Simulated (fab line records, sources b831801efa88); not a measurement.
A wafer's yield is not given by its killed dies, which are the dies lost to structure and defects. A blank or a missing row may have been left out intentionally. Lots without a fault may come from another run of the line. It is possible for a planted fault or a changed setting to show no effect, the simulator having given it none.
One fault through the eyes of 2 desks    flow sky130    every desk sees just its own numbers, and what lay behind them comes last

## DESK OF THE TOOL OWNER: implanter-03
The tool's own readings at SKY_VT_ADJUST_HVTR_IMPLANT_09: means of the sampled wafers that have a number, for each lot that ran on this tool. Any lot whose mean is over 4 standard deviations away from the usual mean is out of limits and marked OUT; that distance is given in the brackets.
Columns: A = beamOnS at SKY_VT_ADJUST_HVTR_IMPLANT_09, usual 9.98 s; B = faradayCurrentUA at SKY_VT_ADJUST_HVTR_IMPLANT_09, usual 11.86
lot   first seen here  A      B
L670  day 10 09:42     10.05  11.79
L672  day 10 18:03     9.93   11.93
L675  day 11 18:36     9.98   11.86
L676  day 11 19:15     10.08  11.74
L677  day 12 04:36     9.88   11.98
L681  day 13 08:55     9.44   12.66
L685  day 14 13:17     9.34   12.77
Result from this desk: across the 7 lots, nothing is out of limits.

## FROM THE METROLOGY DESK
What the gauges read for every lot (on any tool): the sampled wafers with a number, averaged. Any lot whose mean is over 4 standard deviations away from the usual mean is out of limits and marked OUT; that distance is given in the brackets.
Columns: A = VT_ADJUST_HVTR_TW at SKY_VT_ADJUST_HVTR_TW_MEAS_11, usual 210.8
lot   first seen here  A
L669  day 10 00:25     212.6
L668  day 10 01:16     212.2
L670  day 10 09:55     213.2
L671  day 10 10:51     210.0
L672  day 10 18:16     213.0
L673  day 10 18:54     212.6
L675  day 11 18:51     208.6
L676  day 11 19:30     208.7
L677  day 12 04:49     211.9
L681  day 13 09:09     204.4 (-4.0) OUT
L685  day 14 13:31     203.1 (-4.8) OUT
L688  day 15 15:57     211.2
L689  day 15 23:09     210.5
L690  day 16 08:10     210.0
Per this desk, out of limits: L681, L685; the first was L681, day 13 09:09 (VT_ADJUST_HVTR_TW at SKY_VT_ADJUST_HVTR_TW_MEAS_11). L669, L668, L670, L671, L672, L673, L675, L676, L677, L688, L689, L690: within limits.

## PUT TOGETHER
An alarm was possible from the metrology desk at day 13 09:09, on L681, L685.
The tool owner's desk saw nothing out of limits.
The tool owner's desk has L681, L685 on record, within its limits.
SKY_VT_ADJUST_HVTR_IMPLANT_09 was run on implanter-03 by each of the lots named.

## WHAT WAS PUT IN BY THE SIMULATOR
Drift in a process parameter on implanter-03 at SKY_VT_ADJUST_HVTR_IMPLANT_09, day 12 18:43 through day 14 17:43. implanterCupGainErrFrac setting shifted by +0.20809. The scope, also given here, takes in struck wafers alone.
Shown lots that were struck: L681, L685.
Per desk, hours elapsed from the start of the fault to the first reading out of limits: for the metrology desk, 14.
